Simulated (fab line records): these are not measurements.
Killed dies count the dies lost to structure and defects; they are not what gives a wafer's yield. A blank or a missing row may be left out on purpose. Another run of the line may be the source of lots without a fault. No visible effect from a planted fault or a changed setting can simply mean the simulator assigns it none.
Split-lot study || flow gf180mcu || route with 602 steps; 5 lots, 23 wafers read

== ON THE SPLIT ==
At GF_DUAL_GATE_COAT_06 (resist thk 1000 nm), the setting spinRpm was moved away from the recipe's 3000 rpm on 5 of the 23 wafers read, by -5.2% to +6.8%. The other wafers ran this setting at the recipe's value.

The reading is taken at the split's own step.

== THE READING ==
NOVOLAK_of_DUAL_GATE_COAT_06.thkNm (the simulator's own value, which no gauge read), in nm, at GF_DUAL_GATE_COAT_06 (resist thk 1000 nm). No usual value for it is given in the file. The 18 wafers here that ran the recipe average 1004.9 nm, standard deviation 2.4 nm.

{"wafer": "L077.2", "tool, chamber at the split": "lithoTrack-03, 0", "spinRpm as run, rpm": 3204, "against the recipe": "+6.8%", "NOVOLAK_of_DUAL_GATE_COAT_06.thkNm, nm": 969.8, "against lot-mates on the recipe": -36.2}
{"wafer": "L077.3", "tool, chamber at the split": "lithoTrack-03, 0", "spinRpm as run, rpm": 3000, "against the recipe": "recipe", "NOVOLAK_of_DUAL_GATE_COAT_06.thkNm, nm": 1008, "against lot-mates on the recipe": "-"}
{"wafer": "L077.4", "tool, chamber at the split": "lithoTrack-03, 0", "spinRpm as run, rpm": 3000, "against the recipe": "recipe", "NOVOLAK_of_DUAL_GATE_COAT_06.thkNm, nm": 1004, "against lot-mates on the recipe": "-"}
{"wafer": "L077.5", "tool, chamber at the split": "lithoTrack-03, 0", "spinRpm as run, rpm": 3204, "against the recipe": "+6.8%", "NOVOLAK_of_DUAL_GATE_COAT_06.thkNm, nm": 970.5, "against lot-mates on the recipe": -35.5}
{"wafer": "L077.6", "tool, chamber at the split": "lithoTrack-03, 0", "spinRpm as run, rpm": 3204, "against the recipe": "+6.8%", "NOVOLAK_of_DUAL_GATE_COAT_06.thkNm, nm": 973.8, "against lot-mates on the recipe": -32.2}
{"wafer": "L076.1", "tool, chamber at the split": "lithoTrack-03, 0", "spinRpm as run, rpm": 3000, "against the recipe": "recipe", "NOVOLAK_of_DUAL_GATE_COAT_06.thkNm, nm": 1007, "against lot-mates on the recipe": "-"}
{"wafer": "L076.2", "tool, chamber at the split": "lithoTrack-03, 0", "spinRpm as run, rpm": 3000, "against the recipe": "recipe", "NOVOLAK_of_DUAL_GATE_COAT_06.thkNm, nm": 1004, "against lot-mates on the recipe": "-"}
{"wafer": "L076.3", "tool, chamber at the split": "lithoTrack-03, 0", "spinRpm as run, rpm": 3000, "against the recipe": "recipe", "NOVOLAK_of_DUAL_GATE_COAT_06.thkNm, nm": 1006, "against lot-mates on the recipe": "-"}
{"wafer": "L076.5", "tool, chamber at the split": "lithoTrack-03, 0", "spinRpm as run, rpm": 3000, "against the recipe": "recipe", "NOVOLAK_of_DUAL_GATE_COAT_06.thkNm, nm": 1009, "against lot-mates on the recipe": "-"}
{"wafer": "L076.6", "tool, chamber at the split": "lithoTrack-03, 0", "spinRpm as run, rpm": 3000, "against the recipe": "recipe", "NOVOLAK_of_DUAL_GATE_COAT_06.thkNm, nm": 1005, "against lot-mates on the recipe": "-"}
{"wafer": "L081.2", "tool, chamber at the split": "lithoTrack-04, 0", "spinRpm as run, rpm": 3000, "against the recipe": "recipe", "NOVOLAK_of_DUAL_GATE_COAT_06.thkNm, nm": 1002, "against lot-mates on the recipe": "-"}
{"wafer": "L081.3", "tool, chamber at the split": "lithoTrack-04, 0", "spinRpm as run, rpm": 3000, "against the recipe": "recipe", "NOVOLAK_of_DUAL_GATE_COAT_06.thkNm, nm": 1003, "against lot-mates on the recipe": "-"}
{"wafer": "L081.4", "tool, chamber at the split": "lithoTrack-04, 0", "spinRpm as run, rpm": 3000, "against the recipe": "recipe", "NOVOLAK_of_DUAL_GATE_COAT_06.thkNm, nm": 1004, "against lot-mates on the recipe": "-"}
{"wafer": "L080.2", "tool, chamber at the split": "lithoTrack-04, 0", "spinRpm as run, rpm": 3000, "against the recipe": "recipe", "NOVOLAK_of_DUAL_GATE_COAT_06.thkNm, nm": 1003, "against lot-mates on the recipe": "-"}
{"wafer": "L080.4", "tool, chamber at the split": "lithoTrack-04, 0", "spinRpm as run, rpm": 3000, "against the recipe": "recipe", "NOVOLAK_of_DUAL_GATE_COAT_06.thkNm, nm": 1003, "against lot-mates on the recipe": "-"}
{"wafer": "L080.3", "tool, chamber at the split": "lithoTrack-04, 0", "spinRpm as run, rpm": 2844, "against the recipe": "-5.2%", "NOVOLAK_of_DUAL_GATE_COAT_06.thkNm, nm": 1029, "against lot-mates on the recipe": "+26.3"}
{"wafer": "L080.5", "tool, chamber at the split": "lithoTrack-04, 0", "spinRpm as run, rpm": 3000, "against the recipe": "recipe", "NOVOLAK_of_DUAL_GATE_COAT_06.thkNm, nm": 1002, "against lot-mates on the recipe": "-"}
{"wafer": "L080.6", "tool, chamber at the split": "lithoTrack-04, 0", "spinRpm as run, rpm": 2844, "against the recipe": "-5.2%", "NOVOLAK_of_DUAL_GATE_COAT_06.thkNm, nm": 1033, "against lot-mates on the recipe": "+30.3"}
{"wafer": "L083.2", "tool, chamber at the split": "lithoTrack-04, 0", "spinRpm as run, rpm": 3000, "against the recipe": "recipe", "NOVOLAK_of_DUAL_GATE_COAT_06.thkNm, nm": 1009, "against lot-mates on the recipe": "-"}
{"wafer": "L083.5", "tool, chamber at the split": "lithoTrack-04, 0", "spinRpm as run, rpm": 3000, "against the recipe": "recipe", "NOVOLAK_of_DUAL_GATE_COAT_06.thkNm, nm": 1009, "against lot-mates on the recipe": "-"}
{"wafer": "L083.3", "tool, chamber at the split": "lithoTrack-04, 0", "spinRpm as run, rpm": 3000, "against the recipe": "recipe", "NOVOLAK_of_DUAL_GATE_COAT_06.thkNm, nm": 1004, "against lot-mates on the recipe": "-"}
{"wafer": "L083.6", "tool, chamber at the split": "lithoTrack-04, 0", "spinRpm as run, rpm": 3000, "against the recipe": "recipe", "NOVOLAK_of_DUAL_GATE_COAT_06.thkNm, nm": 1004, "against lot-mates on the recipe": "-"}
{"wafer": "L083.4", "tool, chamber at the split": "lithoTrack-04, 0", "spinRpm as run, rpm": 3000, "against the recipe": "recipe", "NOVOLAK_of_DUAL_GATE_COAT_06.thkNm, nm": 1002, "against lot-mates on the recipe": "-"}

THE FIT
A straight line over all 23 wafers: NOVOLAK_of_DUAL_GATE_COAT_06.thkNm changes by -4.96 nm for each +1% of spinRpm; r = -0.99; the points scatter about the line by 2.4 nm.
The same after taking each lot's own level away (the mean of its wafers on the recipe; 23 wafers): -5.2 nm for each +1%; r = -0.99; scatter 2 nm.
That fit puts the effect of the largest move of spinRpm on the reading at 35 nm.
Measured against the standard deviation above, the lots' own levels, which go from 1002.67 to 1006.20 nm, span 1.5 times it.
Hence the lot-to-lot level has little effect on the slope; both slopes agree.
Check: -34.8 nm against its lot-mates is what the line predicts for one of the wafers moved furthest among these (+6.8%) when that wafer is left out of the fit. It came out at -36.2 nm against them.

== FURTHER SPLITS ON THESE WAFERS ==
Note: prior to the reading, these wafers also went through further splits. Each is held against what the fit with the lots' levels taken away leaves over:
{"other split on the same wafers": "GF_STI_OXIDATION_01 oxTimeS", "wafers away from the commonest value": 10, "r with NOVOLAK_of_DUAL_GATE_COAT_06.thkNm (lot level and that fit taken away)": -0.08}
{"other split on the same wafers": "GF_DNWELL_IMPLANT_07 doseCm2", "wafers away from the commonest value": 9, "r with NOVOLAK_of_DUAL_GATE_COAT_06.thkNm (lot level and that fit taken away)": "+0.50"}
{"other split on the same wafers": "GF_NWELL_SOFTBAKE_03 tempC", "wafers away from the commonest value": 5, "r with NOVOLAK_of_DUAL_GATE_COAT_06.thkNm (lot level and that fit taken away)": "+0.07"}
{"other split on the same wafers": "GF_NWELL_IMPLANT_08 doseCm2", "wafers away from the commonest value": 10, "r with NOVOLAK_of_DUAL_GATE_COAT_06.thkNm (lot level and that fit taken away)": "+0.02"}
{"other split on the same wafers": "GF_LVPWELL_IMPLANT_09 energyKev", "wafers away from the commonest value": 6, "r with NOVOLAK_of_DUAL_GATE_COAT_06.thkNm (lot level and that fit taken away)": "+0.08"}
{"other split on the same wafers": "GF_MVPSD_COAT_02 resistThkNm", "wafers away from the commonest value": 11, "r with NOVOLAK_of_DUAL_GATE_COAT_06.thkNm (lot level and that fit taken away)": "+0.28"}
{"other split on the same wafers": "GF_MVPSD_IMPLANT_08 energyKev", "wafers away from the commonest value": 8, "r with NOVOLAK_of_DUAL_GATE_COAT_06.thkNm (lot level and that fit taken away)": -0.13}
{"other split on the same wafers": "GF_VT_IMPLANT_COAT_35 resistThkNm", "wafers away from the commonest value": 6, "r with NOVOLAK_of_DUAL_GATE_COAT_06.thkNm (lot level and that fit taken away)": -0.32}
{"other split on the same wafers": "GF_VT_IMPLANT_IMPLANT_41 energyKev", "wafers away from the commonest value": 7, "r with NOVOLAK_of_DUAL_GATE_COAT_06.thkNm (lot level and that fit taken away)": -0.11}

== THE WHOLE CHAIN: every reading that the file lists as answering this split, in the file's order ==
{"step": "GF_DUAL_GATE_COAT_06", "what it does": "resist thk 1000 nm", "reading": "NOVOLAK_of_DUAL_GATE_COAT_06.thkNm (the simulator's own value, which no gauge read)", "change (the file's fit)": "-5.19 nm for each +1% of the setting", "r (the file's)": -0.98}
{"step": "GF_DUAL_GATE_STRIP_13", "what it does": "strips in O2/N2", "reading": "stripTimeToEndpointS", "change (the file's fit)": "withheld for each +1% of the setting", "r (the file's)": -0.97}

== THE FILE'S OWN FIT ==
NOVOLAK_of_DUAL_GATE_COAT_06.thkNm changes by -5.19 nm for each +1% of spinRpm, r = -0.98.
